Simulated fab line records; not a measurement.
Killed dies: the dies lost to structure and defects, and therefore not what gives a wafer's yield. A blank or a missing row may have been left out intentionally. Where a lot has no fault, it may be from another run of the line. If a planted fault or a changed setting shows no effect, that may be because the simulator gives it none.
Matching of chambers || flow sky130 || SKY_LI_CONTACT_ETCH_15 on rie diel-03: 4 sister chambers
The step etches PSG in C4F8/O2/Ar, stops on Si, target depth 600 nm. 4 wafers are shown with their chamber, then 7 later ones without.

== WAFERS PAIRED WITH THEIR CHAMBERS ==
{"wafer": "L810.3", "chamber": 2, "oes product au (a.u.)": 0.845}
{"wafer": "L810.6", "chamber": 3, "oes product au (a.u.)": 0.835}
{"wafer": "L813.1", "chamber": 1, "oes product au (a.u.)": 0.834}
{"wafer": "L813.4", "chamber": 0, "oes product au (a.u.)": 0.843}

== WAFERS WITH NO CHAMBER GIVEN ==
{"wafer": "L813.6", "oes product au (a.u.)": 0.844}
{"wafer": "L815.2", "oes product au (a.u.)": 0.838}
{"wafer": "L815.4", "oes product au (a.u.)": 0.841}
{"wafer": "L815.6", "oes product au (a.u.)": 0.840}
{"wafer": "L819.2", "oes product au (a.u.)": 0.839}
{"wafer": "L819.4", "oes product au (a.u.)": 0.838}
{"wafer": "L819.5", "oes product au (a.u.)": 0.843}

== CHAMBER TAKEN BY EACH ==
{"wafer": "L813.6", "from the rows above": "can't be placed: 0 or 2", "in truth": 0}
{"wafer": "L815.2", "from the rows above": "can't be placed: 3 or 1 or 0 or 2", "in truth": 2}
{"wafer": "L815.4", "from the rows above": "can't be placed: 0 or 2 or 3 or 1", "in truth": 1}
{"wafer": "L815.6", "from the rows above": "can't be placed: 0 or 2 or 3 or 1", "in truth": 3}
{"wafer": "L819.2", "from the rows above": "can't be placed: 0 or 3 or 1 or 2", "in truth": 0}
{"wafer": "L819.4", "from the rows above": "can't be placed: 3 or 1 or 0 or 2", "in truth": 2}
{"wafer": "L819.5", "from the rows above": "can't be placed: 0 or 2", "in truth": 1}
Correct placement for 0 of the 7. From these rows, 7 cannot be placed; in 6 the true chamber is one of the candidates. 0 placed wrongly.
How it was worked out, from the rows above alone: a wafer's distance from a chamber is the root of the sum, over the readings, of the square of ((its reading less the chamber's mean) divided by the reading's scatter). If the next closest chamber is less than 2 further off than the closest, the wafer can't be placed; otherwise it belongs to the closest. A chamber's mean is the mean of its shown wafers. The scatter: root of mean squared gap, hidden wafer to nearest shown wafer, with one shown wafer a chamber.
